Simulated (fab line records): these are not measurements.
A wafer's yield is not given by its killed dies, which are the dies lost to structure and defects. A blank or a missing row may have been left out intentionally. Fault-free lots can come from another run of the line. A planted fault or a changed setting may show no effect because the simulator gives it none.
fab line records | flow sky130
record: lots: 6 wafers: 18 lastDay: 50
route steps=708 shown VIA1@473 METAL2@483
lots untouched by any fault: they come from a run of this same line in which no faults occurred
startH: the number of hours between the record's first day and the start of the first shown wafer of the lot | waitH: time in hours since the lot's previous step | " as in the row above | L1.1+2: a row that stands for several wafers | - no value, or no start was given | * or withheld: withheld | < > ~ a bound
route shown NAME@n: names a module that has steps shown in the file, with the first one's number in the route | usual: mean/standard deviation taken from wafers without a fault | same: alike in all rows | chamber/n: place in a boat | sites: the reading at each site | _std_site: the standard deviation of these | _edge_site: mean of outer sites minus mean of inner sites | radiusMm: for every site, how far away it sits from the centre of the wafer | mask NAME#n: copy n | behind: the most recent tool/chamber to have shaped the wafer | hold: the reason the lot was held/the length of the hold in hours/how it ended | device: the transistor (n, p or np) that didn't switch | end of line: at the end of the route, the tests of the same wafers | a step given without rows: its recipe and nothing more | killed: count of dies lost to structure and defects at first sort (not the wafer's yield) | map: dies across one wafer; x = killed, . = not, _ = none there
set.NAME: the setting the step ran with; set.NAME@STEP: the setting that earlier step ran with | model.NAME: the simulator's own value behind a step, which no gauge read
lots seen at some steps along the route; tables by step, rows by wafer
services: when a tool's chamber went out of use (startH, in hours from the record's first day, below 0 if earlier), for how many hours, and the reason
== steps ==
step: SKY_VIA1_ETCH_15
recipe: target: SiO2 chemistry: C4F8/O2/Ar targetDepthNm: 351 stopOn: TiN maskMaterial: KrF-thick sourceW: 1500 biasW: 1200 pressureMtorr: 40 c4f8FlowSccm: withheld O2_flow_sccm: 6 Ar_flow_sccm: 300 timeS: 54
usual: oesProductAu: 0.983/0.0055
columns lot.wafer tool chamber startH waitH oesProductAu
L111.1 rieDiel-03 3 801.59 0.0 0.982
L111.3 " 0 " " 0.986
L111.4 " 1 " " 0.984
L116.3 rieDiel-03 0 852.86 0.0 0.988
L116.4 " 3 " " 0.985
L116.6 " 0 " " 0.980
L125.3 rieDiel-04 2 908.84 0.0 0.976
L125.4 " 1 " " 0.989
L125.6 " 1 " " 0.981
L126.1 rieDiel-03 3 909.24 0.0 0.990
L126.2 " 1 " " 0.983
L126.3 " 2 " " 0.987
L130.1 rieDiel-03 0 943.29 0.0 0.976
L130.3 " 2 " " 0.983
L130.4 " 1 " " 0.981
L133.2 rieDiel-02 3 964.19 0.0 0.981
L133.5 " 1 " " 0.975
L133.6 " 2 " " 0.981
step: SKY_VIA1_STRIP_16
recipe: chemistry: O2/N2 powerW: 1400 pressureMtorr: 1500 platenTempC: withheld o2FlowSccm: 3000 n2FlowSccm: 300 overashFraction: 0.5
usual: drypumpMotorCurrentA: 5.8/0.45 oesProductAu: 0.414/0.0051 stripTimeToEndpointS: 4.441/0.025
columns lot.wafer tool chamber startH waitH drypumpMotorCurrentA oesProductAu rfHoursCounterH stripTimeToEndpointS
L111.1 plasmaAsher-04 1 801.64 0.0 6.1 0.420 5 4.463
L111.3 " 1 " " 6.1 0.417 - 4.453
L111.4 " 0 " " 4.8 0.419 - 4.471
L116.3 plasmaAsher-03 0 852.94 0.1 6.1 0.406 - 4.400
L116.4 " 1 " " 5.9 0.412 - 4.399
L116.6 " 1 " " 6.0 0.406 - 4.376
L125.3 plasmaAsher-01 0 908.92 0.1 5.9 0.419 - 4.415
L125.4 " 1 " " 5.4 0.408 - 4.420
L125.6 " 0 " " 5.9 0.416 - 4.444
L126.1 plasmaAsher-03 1 909.29 0.0 6.0 0.408 114 4.433
L126.2 " 0 " " 6.1 0.415 114 4.440
L126.3 " 0 " " 6.1 0.420 - 4.402
L130.1 plasmaAsher-03 0 943.34 0.0 6.1 0.417 118 4.447
L130.3 " 0 " " 6.1 0.412 - 4.441
L130.4 " 1 " " 6.0 0.414 - 4.425
L133.2 plasmaAsher-03 0 964.24 0.0 6.1 0.408 120 4.435
L133.5 " 1 " " 6.0 0.422 - 4.456
L133.6 " 0 " " 6.1 0.417 - 4.418
step: SKY_VIA1_STRIP_17
recipe: chemistry: postEtchResidueRemover timeS: 1200 tempC: 72.5
step: SKY_VIA1_CLEAN_18
recipe: chemistry: IPA timeS: 180 tempC: 25
step: SKY_VIA1_CLEAN_19
recipe: chemistry: O3/DIW dry: n2Spin
step: SKY_VIA1_SPUTTER_20
recipe: material: TiN targetThkNm: 20 chamberPressurePa: 5 powerW: 4000 timeS: 80
usual: cathodeDcPowerW: 4000.1/0.74 chamberPressurePa: 5.001/0.0092 throttleValvePct: 29.9/0.89
columns lot.wafer tool chamber startH waitH cathodeDcPowerW chamberPressurePa throttleValvePct
L111.1 pvdSputter-04 - 802.23 0.0 3999.2 4.995 32.2
L111.3 " - " " 4000.0 4.995 29.6
L111.4 " - " " 3999.8 4.993 30.1
L116.3 pvdSputter-04 - 853.94 0.0 4000.0 5.000 29.6
L116.4 " - " " 4000.7 5.020 30.0
L116.6 " - " " 3999.9 5.004 31.9
L125.3 pvdSputter-04 - 909.53 0.0 3999.9 4.990 29.8
L125.4 " - " " 3999.4 5.013 29.6
L125.6 " - " " 4001.1 5.014 31.6
L126.1 pvdSputter-02 - 909.98 0.0 4000.7 4.993 28.9
L126.2 " - " " 4002.2 5.000 29.4
L126.3 " - " " 4000.4 5.015 30.1
L130.1 pvdSputter-02 - 944.02 0.0 4000.1 4.985 28.7
L130.3 " - " " 3999.8 4.987 30.2
L130.4 " - " " 4000.7 4.989 30.0
L133.2 pvdSputter-02 - 965.17 0.0 3999.6 4.992 29.8
L133.5 " - " " 4000.3 5.006 30.2
L133.6 " - " " 4000.4 4.992 29.7
step: SKY_VIA1_CVD_21
recipe: material: W targetThkNm: 270 timeS: 80.902 tempC: 400 pressureTorr: 40
step: SKY_VIA1_RS_MEAS_22
recipe: thkMeasGauge: four-point-probe reads: W_of_VIA1_CVD_21+TiN_of_VIA1_SPUTTER_20
usual: VIA1_W_RS: 0.426/0.0099
columns lot.wafer tool chamber startH waitH VIA1_W_RS[ohm/sq]
L111.1 filmMetro-02 - 802.39 0.1 0.441
L111.3 " - " " 0.410
L111.4 " - " " 0.432
L116.3 filmMetro-04 - 854.13 0.1 0.422
L116.4 " - " " 0.430
L116.6 " - " " 0.431
L125.3 filmMetro-02 - 909.72 0.1 0.417
L125.4 " - " " 0.432
L125.6 " - " " 0.432
L126.1 filmMetro-02 - 910.13 0.1 0.421
L126.2 " - " " 0.414
L126.3 " - " " 0.423
L130.1 filmMetro-04 - 944.17 0.1 0.426
L130.3 " - " " 0.412
L130.4 " - " " 0.427
L133.2 filmMetro-01 - 965.35 0.1 0.435
L133.5 " - " " 0.431
L133.6 " - " " 0.432
step: SKY_VIA1_THK_MEAS_23
recipe: thkMeasGauge: xrf reads: W_of_VIA1_CVD_21
usual: VIA1_W_THK: 271/7.1
columns lot.wafer tool chamber startH waitH VIA1_W_THK[nm]
L111.1 filmMetro-02 - 802.51 0.1 266
L111.3 " - " " 283
L111.4 " - " " 268
L116.3 filmMetro-04 - 854.23 0.1 269
L116.4 " - " " 263
L116.6 " - " " 264
L125.3 filmMetro-02 - 909.82 0.1 281
L125.4 " - " " 270
L125.6 " - " " 270
L126.1 filmMetro-02 - 910.25 0.1 279
L126.2 " - " " 284
L126.3 " - " " 277
L130.1 filmMetro-04 - 944.29 0.1 267
L130.3 " - " " 277
L130.4 " - " " 265
L133.2 filmMetro-01 - 965.46 0.1 268
L133.5 " - " " 269
L133.6 " - " " 270
step: SKY_VIA1_CMP_24
recipe: stopOn: SiO2 tOverpolishS: 15 downForcePsi: 3.5 platenRpm: 60 targetThkNm: 0 padVelocityMS: 0.94248
step: SKY_METAL2_SPUTTER_00
recipe: material: Ti targetThkNm: 15 powerW: 3000 timeS: 10 chamberPressurePa: 0.4
step: SKY_METAL2_SPUTTER_01
recipe: material: TiN targetThkNm: 20 powerW: 6500 timeS: 16.7 chamberPressurePa: 0.4
usual: cathodeDcPowerW: 6499.9/1.2 chamberPressurePa: 0.3998/0.00077 throttleValvePct: 29.5/0.91
columns lot.wafer tool chamber startH waitH cathodeDcPowerW chamberPressurePa throttleValvePct
L111.1 pvdSputter-02 - 802.89 0.0 6501.4 0.4004 28.8
L111.3 " - " " 6497.4 0.3986 29.8
L111.4 " - " " 6500.6 0.3986 30.0
L116.3 pvdSputter-01 - 854.60 0.0 6499.2 0.4005 31.0
L116.4 " - " " 6499.9 0.3990 31.1
L116.6 " - " " 6497.5 0.3995 29.5
L125.3 pvdSputter-01 - 910.18 0.0 6499.4 0.3998 31.3
L125.4 " - " " 6499.2 0.4001 29.2
L125.6 " - " " 6499.6 0.3996 29.2
L126.1 pvdSputter-03 - 910.64 0.0 6499.3 0.4004 28.6
L126.2 " - " " 6498.1 0.3993 28.7
L126.3 " - " " 6500.4 0.4004 29.1
L130.1 pvdSputter-02 - 944.68 0.0 6501.3 0.3989 29.8
L130.3 " - " " 6499.9 0.3983 29.4
L130.4 " - " " 6499.9 0.4006 28.4
L133.2 pvdSputter-03 - 965.83 0.0 6499.5 0.4007 28.9
L133.5 " - " " 6498.0 0.4005 28.5
L133.6 " - " " 6499.6 0.4008 30.8
step: SKY_METAL2_SPUTTER_02
recipe: material: AlCu targetThkNm: 250 powerW: 10600 timeS: 13.3 chamberPressurePa: 0.4
usual: cathodeDcPowerW: 10600/1.9 chamberPressurePa: 0.4001/0.00078 throttleValvePct: 29.5/0.91
columns lot.wafer tool chamber startH waitH cathodeDcPowerW chamberPressurePa throttleValvePct
L111.1 pvdSputter-02 - 802.91 0.0 10599 0.3997 28.6
L111.3 " - " " 10600 0.4006 29.5
L111.4 " - " " 10600 0.4008 30.1
L116.3 pvdSputter-01 - 854.62 0.0 10596 0.4005 30.9
L116.4 " - " " 10599 0.4006 31.1
L116.6 " - " " 10599 0.3996 29.3
L125.3 pvdSputter-01 - 910.21 0.0 - - -
L125.4 " - " " - - -
L125.6 " - " " - - -
L126.1 pvdSputter-03 - 910.66 0.0 - - -
L126.2 " - " " - - -
L126.3 " - " " - - -
L130.1 pvdSputter-02 - 944.70 0.0 10600 0.3993 30.0
L130.3 " - " " 10604 0.4003 29.5
L130.4 " - " " 10598 0.4001 28.9
L133.2 pvdSputter-03 - 965.86 0.0 10599 0.3994 28.6
L133.5 " - " " 10602 0.4010 29.1
L133.6 " - " " 10600 0.4002 30.6
step: SKY_METAL2_SPUTTER_03
recipe: material: Ti targetThkNm: 5 powerW: 3000 timeS: 3.3 chamberPressurePa: 0.4
step: SKY_METAL2_SPUTTER_04
recipe: material: TiN targetThkNm: 70 powerW: 6500 timeS: 58.3 chamberPressurePa: 0.4
usual: cathodeDcPowerW: 6500.1/1.1 chamberPressurePa: 0.4000/0.00079 throttleValvePct: 29.5/0.91
columns lot.wafer tool chamber startH waitH cathodeDcPowerW chamberPressurePa throttleValvePct
L111.1 pvdSputter-02 - 802.96 0.0 6498.8 0.4001 28.4
L111.3 " - " " 6498.9 0.4010 29.6
L111.4 " - " " 6500.9 0.4000 29.9
L116.3 pvdSputter-01 - 854.67 0.0 6500.0 0.4013 31.3
L116.4 " - " " 6499.2 0.4002 30.8
L116.6 " - " " 6499.8 0.4012 29.1
L125.3 pvdSputter-01 - 910.25 0.0 6501.0 0.4008 31.2
L125.4 " - " " 6501.1 0.4006 29.2
L125.6 " - " " 6501.6 0.3999 29.3
L126.1 pvdSputter-03 - 910.70 0.0 6499.2 0.3994 28.2
L126.2 " - " " 6500.4 0.3997 28.9
L126.3 " - " " 6499.2 0.4005 29.1
L130.1 pvdSputter-02 - 944.75 0.0 6500.4 0.3992 29.9
L130.3 " - " " 6500.4 0.3992 29.0
L130.4 " - " " 6499.5 0.4002 28.8
L133.2 pvdSputter-03 - 965.90 0.0 6500.7 0.4002 28.8
L133.5 " - " " 6502.0 0.3998 28.8
L133.6 " - " " 6498.3 0.3994 30.9
step: SKY_METAL2_RS_MEAS_05
recipe: thkMeasGauge: four-point-probe reads: TiN_of_METAL2_SPUTTER_04+Ti_of_METAL2_SPUTTER_03+AlCu_of_METAL2_SPUTTER_02+TiN_of_METAL2_SPUTTER_01+Ti_of_METAL2_SPUTTER_00
usual: METAL2_ALCU_RS: 0.1276/0.002
columns lot.wafer tool chamber startH waitH METAL2_ALCU_RS[ohm/sq]
L111.1 filmMetro-02 - 803.01 0.0 0.1287
L111.3 " - " " 0.1279
L111.4 " - " " 0.1263
L116.3 filmMetro-01 - 854.75 0.1 0.1316
L116.4 " - " " 0.1298
L116.6 " - " " 0.1273
L125.3 filmMetro-02 - 910.35 0.1 8.5994
L125.4 " - " " 8.7410
L125.6 " - " " 8.6802
L126.1 filmMetro-02 - 910.75 0.0 8.6555
L126.2 " - " " 8.8497
L126.3 " - " " 8.7525
L130.1 filmMetro-03 - 944.79 0.0 0.1274
L130.3 " - " " 0.1264
L130.4 " - " " 0.1297
L133.2 filmMetro-01 - 965.97 0.0 0.1253
L133.5 " - " " 0.1248
L133.6 " - " " 0.1274
step: SKY_METAL2_THK_MEAS_06
recipe: thkMeasGauge: xrf reads: AlCu_of_METAL2_SPUTTER_02
usual: METAL2_ALCU_THK: 247/4
columns lot.wafer tool chamber startH waitH METAL2_ALCU_THK[nm]
L111.1 filmMetro-02 - 803.13 0.1 246
L111.3 " - " " 247
L111.4 " - " " 251
L116.3 filmMetro-01 - 854.85 0.1 239
L116.4 " - " " 242
L116.6 " - " " 247
L125.3 filmMetro-02 - 910.45 0.1 <0
L125.4 " - " " <0
L125.6 " - " " <0
L126.1 filmMetro-02 - 910.87 0.1 <0
L126.2 " - " " <0
L126.3 " - " " <0
L130.1 filmMetro-03 - 944.91 0.1 247
L130.3 " - " " 248
L130.4 " - " " 242
L133.2 filmMetro-01 - 966.08 0.1 250
L133.5 " - " " 252
L133.6 " - " " 247
step: SKY_METAL2_DEHYDRATE_07
recipe: tempC: 200 timeS: 60
== services ==
columns tool chamber startH hours kind
rieDiel-02 3 793.34 2.6 repair
rieDiel-04 0 817.29 3.8 repair
pvdSputter-03 - 817.99 0.8 repair
plasmaAsher-01 - 823.16 79.1 repair
pvdSputter-01 - 848.94 5.2 repair
pvdSputter-03 0 853.16 - consumableReplace:kit
pvdSputter-03 0 853.16 18.0 scheduledDown
pvdSputter-03 0 853.16 18.0 ventCycle
rieDiel-04 2 856.59 7.1 repair
rieDiel-02 2 862.38 4.8 repair
rieDiel-03 3 864.96 10.2 repair
rieDiel-04 2 871.16 2.4 repair
rieDiel-03 2 872.59 4.8 repair
pvdSputter-03 - 878.04 2.4 repair
pvdSputter-02 0 882.54 - consumableReplace:kit
pvdSputter-02 0 882.54 18.0 scheduledDown
pvdSputter-02 0 882.54 18.0 ventCycle
pvdSputter-04 - 886.75 3.0 repair
rieDiel-03 1 902.04 4.2 repair
plasmaAsher-04 - 903.98 1.1 repair
rieDiel-04 - 912.36 1.5 repair
pvdSputter-01 0 921.83 - consumableReplace:kit
pvdSputter-01 0 921.83 18.0 scheduledDown
pvdSputter-01 0 921.83 18.0 ventCycle
== key ==
firstSign: step: SKY_METAL2_SPUTTER_02 reading: toolRecord direction: missing
effect: step: SKY_METAL2_RS_MEAS_05 reading: METAL2_ALCU_RS direction: up sigmas: 99+ usual: 0.1276 struck: 8.7130
effect: step: SKY_METAL2_THK_MEAS_06 reading: METAL2_ALCU_THK direction: down sigmas: 61 usual: 247 struck: <0
metAt SKY_METAL2_SPUTTER_02
struckWafers L125.3,L125.4,L125.6,L126.1,L126.2,L126.3
laterRowsLeftOut L125.3,L125.4,L125.6,L126.1,L126.2,L126.3
sortLeftOut L125.3,L125.4,L125.6,L126.1,L126.2,L126.3
onsetBetween 854.62 910.21
fault: kind: skippedStepWhole tool: pvdSputter-01,pvdSputter-03 chamber: - onsetH: 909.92 steps: SKY_METAL2_SPUTTER_02 scope: struckLotsOnly
sortLeftOut: the simulated sort isn't trusted on such a fault, so these wafers' sort isn't shown, and their yield isn't known
laterRowsLeftOut: the simulator's readings of these wafers behind a module that went badly wrong aren't trusted and aren't shown, but for the sort
